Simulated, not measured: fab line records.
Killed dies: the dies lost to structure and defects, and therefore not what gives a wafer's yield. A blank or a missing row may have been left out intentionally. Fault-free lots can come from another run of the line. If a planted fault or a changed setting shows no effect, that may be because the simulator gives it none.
Which tool was responsible? | flow sky130 | Sampling: 13 lots, 39 wafers, 4 of 708 route steps

WHAT THE GAUGES READ, wafer by wafer
SKY_VT_ADJUST_HVTR_OVL_MEAS_08. Usual: VT_ADJUST_HVTR_OVL 0.9 nm, standard deviation 1.4.
lot  | measured     | on         | VT_ADJUST_HVTR_OVL (nm) | flag
L177 | day 9 14:06  | overlay-01 | 1.6 -0.1 -0.2           |
L179 | day 10 02:52 | overlay-01 | 0.3 -1.5 1.2            |
L178 | day 10 05:05 | overlay-02 | 1.6 1.6 2.0             |
L180 | day 10 07:59 | overlay-01 | 2.0 2.0 0.4             |
L181 | day 10 14:09 | overlay-02 | 0.9 0.5 1.4             |
L182 | day 11 05:15 | overlay-02 | -0.9 0.5 0.8            |
L189 | day 13 02:50 | overlay-01 | 4.8 5.5 4.2             |
L191 | day 13 22:19 | overlay-02 | 0.3 0.4 0.8             |
L193 | day 14 06:53 | overlay-02 | 0.2 0.5 1.2             |
L194 | day 14 23:05 | overlay-02 | 0.6 -1.3 -0.7           |
L196 | day 15 11:10 | overlay-02 | 0.1 -0.8 0.4            |
L195 | day 15 13:17 | overlay-01 | 1.3 -2.2 0.1            |
L200 | day 16 14:26 | overlay-02 | 0.4 2.1 1.1             |

SKY_SONOS_ONO_THK_MEAS_03. Usual: SONOS_ONO_CVD_02_THK 10.55 nm, standard deviation 0.13.
lot  | measured     | on            | SONOS_ONO_CVD_02_THK (nm) | flag
L177 | day 11 15:46 | film-metro-02 | 10.64 10.63 10.61         |
L179 | day 12 03:38 | film-metro-02 | 10.64 10.65 10.54         |
L178 | day 12 06:58 | film-metro-02 | 10.46 10.59 10.56         |
L180 | day 12 11:44 | film-metro-03 | 10.54 10.62 10.48         |
L181 | day 12 17:09 | film-metro-03 | 10.66 10.58 10.74         |
L182 | day 13 08:43 | film-metro-03 | 10.52 10.53 10.47         |
L189 | day 15 10:31 | film-metro-01 | 10.69 10.81 10.75         |
L191 | day 16 08:01 | film-metro-02 | 10.70 10.64 10.65         |
L193 | day 16 18:29 | film-metro-02 | 10.51 10.52 10.62         |
L194 | day 17 11:43 | film-metro-02 | 10.51 10.46 10.46         |
L196 | day 18 02:53 | film-metro-02 | 10.62 10.51 10.58         |
L195 | day 18 06:31 | film-metro-03 | 10.36 10.39 10.42         |
L200 | day 19 04:46 | film-metro-02 | 10.27 10.23 10.39         |

WHAT TOOL EACH LOT RAN ON (gives the tool, then ch and the chambers of the sampled wafers, and finally the start)
lot  | SKY_VT_ADJUST_NCORE_STRIP_10         | SKY_SONOS_TUNNEL_SOFTBAKE_03
L177 | plasma-asher-02 ch 0,1, day 8 16:50  | litho-track-02 ch 0, day 10 23:08
L179 | plasma-asher-03 ch 0,1, day 9 04:35  | litho-track-02 ch 0, day 11 12:01
L178 | plasma-asher-01 ch 0,1, day 9 06:59  | litho-track-02 ch 0, day 11 14:35
L180 | plasma-asher-02 ch 1, day 9 09:26    | litho-track-03 ch 0, day 11 19:01
L181 | plasma-asher-02 ch 0,1, day 9 15:52  | litho-track-02 ch 0, day 12 00:41
L182 | plasma-asher-02 ch 0,1, day 10 07:25 | litho-track-01 ch 0, day 12 17:01
L189 | plasma-asher-03 ch 0,1, day 12 02:05 | litho-track-03 ch 0, day 14 17:31
L191 | plasma-asher-03 ch 0, day 12 20:41   | litho-track-03 ch 0, day 15 14:10
L193 | plasma-asher-03 ch 0,1, day 13 04:19 | litho-track-02 ch 0, day 16 00:14
L194 | plasma-asher-03 ch 0,1, day 13 21:19 | litho-track-02 ch 0, day 16 16:58
L196 | plasma-asher-03 ch 0, day 14 08:10   | litho-track-01 ch 0, day 17 06:23
L195 | plasma-asher-02 ch 0,1, day 14 10:19 | litho-track-01 ch 0, day 17 09:14
L200 | plasma-asher-01 ch 0,1, day 15 10:32 | litho-track-02 ch 0, day 18 10:49
- SKY_VT_ADJUST_NCORE_STRIP_10: strips in O2/N2.
- SKY_SONOS_TUNNEL_SOFTBAKE_03: time 60 s.

WHAT THE TOOLS THEMSELVES READ (means of the sampled wafers that have a number; where no wafer has one, the mark that the record gives instead)
SKY_VT_ADJUST_NCORE_STRIP_10. Usual: drypump-motor-current-A 5.5 A, standard deviation 0.32; oes-product-au 0.715 a.u., standard deviation 0.0045; strip-time-to-endpoint-s 14.18 s, standard deviation 0.038.
lot  | tool            | drypump-motor-current-A (A) | oes-product-au (a.u.) | strip-time-to-endpoint-s (s) | flag
L177 | plasma-asher-02 | 5.4                         | 0.712                 | 14.16                        |
L179 | plasma-asher-03 | 5.6                         | 0.719                 | 14.16                        |
L178 | plasma-asher-01 | 5.5                         | 0.711                 | 14.21                        |
L180 | plasma-asher-02 | 4.7                         | 0.716                 | 14.20                        |
L181 | plasma-asher-02 | 5.1                         | 0.715                 | 14.20                        |
L182 | plasma-asher-02 | 5.5                         | 0.713                 | 14.18                        |
L189 | plasma-asher-03 | 5.6                         | 0.714                 | 14.19                        |
L191 | plasma-asher-03 | 5.6                         | 0.713                 | 14.13                        |
L193 | plasma-asher-03 | 5.5                         | 0.712                 | 14.19                        |
L194 | plasma-asher-03 | 5.6                         | 0.714                 | 14.15                        |
L196 | plasma-asher-03 | 5.6                         | 0.719                 | 14.15                        |
L195 | plasma-asher-02 | 5.4                         | 0.715                 | 14.18                        |
L200 | plasma-asher-01 | 5.5                         | 0.709                 | 14.22                        |

SKY_SONOS_TUNNEL_SOFTBAKE_03. Usual: resist-line-temp-C 23.01 C, standard deviation 0.099; run-length-s 89.13 s, standard deviation 0.23.
lot  | tool           | resist-line-temp-C (C) | run-length-s (s) | flag
L177 | litho-track-02 | 22.97                  | 88.99            |
L179 | litho-track-02 | 23.09                  | 88.99            |
L178 | litho-track-02 | 22.98                  | 88.91            |
L180 | litho-track-03 | 23.00                  | 89.41            |
L181 | litho-track-02 | 23.00                  | 88.90            |
L182 | litho-track-01 | 23.09                  | 88.99            |
L189 | litho-track-03 | 22.94                  | 99.96            | OFF
L191 | litho-track-03 | 23.06                  | 99.91            | OFF
L193 | litho-track-02 | 22.97                  | 88.97            |
L194 | litho-track-02 | 22.95                  | 89.08            |
L196 | litho-track-01 | 23.20                  | 89.02            |
L195 | litho-track-01 | 22.94                  | 89.12            |
L200 | litho-track-02 | 23.03                  | 89.01            |

THE ANSWER, worked out from the rows above alone
Rule: lot off if the mean of its wafers having a number is beyond 3 standard deviations from the usual mean. A lot without any number at a reading at which 4 lots or more have one is off too. Any other lot the step has rows for is counted as sound. First the gauges in route order, then the tools' own readings, where a lot's mean is used as printed above. At the first step where some lot is off, the reading lying furthest off is the one used; lots without a number count as furthest.
Off, at SKY_SONOS_TUNNEL_SOFTBAKE_03 on run-length-s: L189, L191.
A tool fits if, at that step or a process step before it, it ran every lot that is off, and no sound lot after the first of them. One fits: SKY_SONOS_TUNNEL_SOFTBAKE_03 on litho-track-03. A fault onset in the window from L180 (day 11 19:01, its last sound lot) to L189 (day 14 17:31, its first lot off) fits.
On the lots that are off, the tool's own readings at SKY_SONOS_TUNNEL_SOFTBAKE_03 differ by more than 5 times the standard deviation of the sound lots' means, which bears it out; run-length-s reads 99.94 s there versus 89.04 s on the sound lots.

WHAT WAS PUT IN BY THE SIMULATOR
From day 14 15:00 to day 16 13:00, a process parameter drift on litho-track-03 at SKY_SONOS_TUNNEL_SOFTBAKE_03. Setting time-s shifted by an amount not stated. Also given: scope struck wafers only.
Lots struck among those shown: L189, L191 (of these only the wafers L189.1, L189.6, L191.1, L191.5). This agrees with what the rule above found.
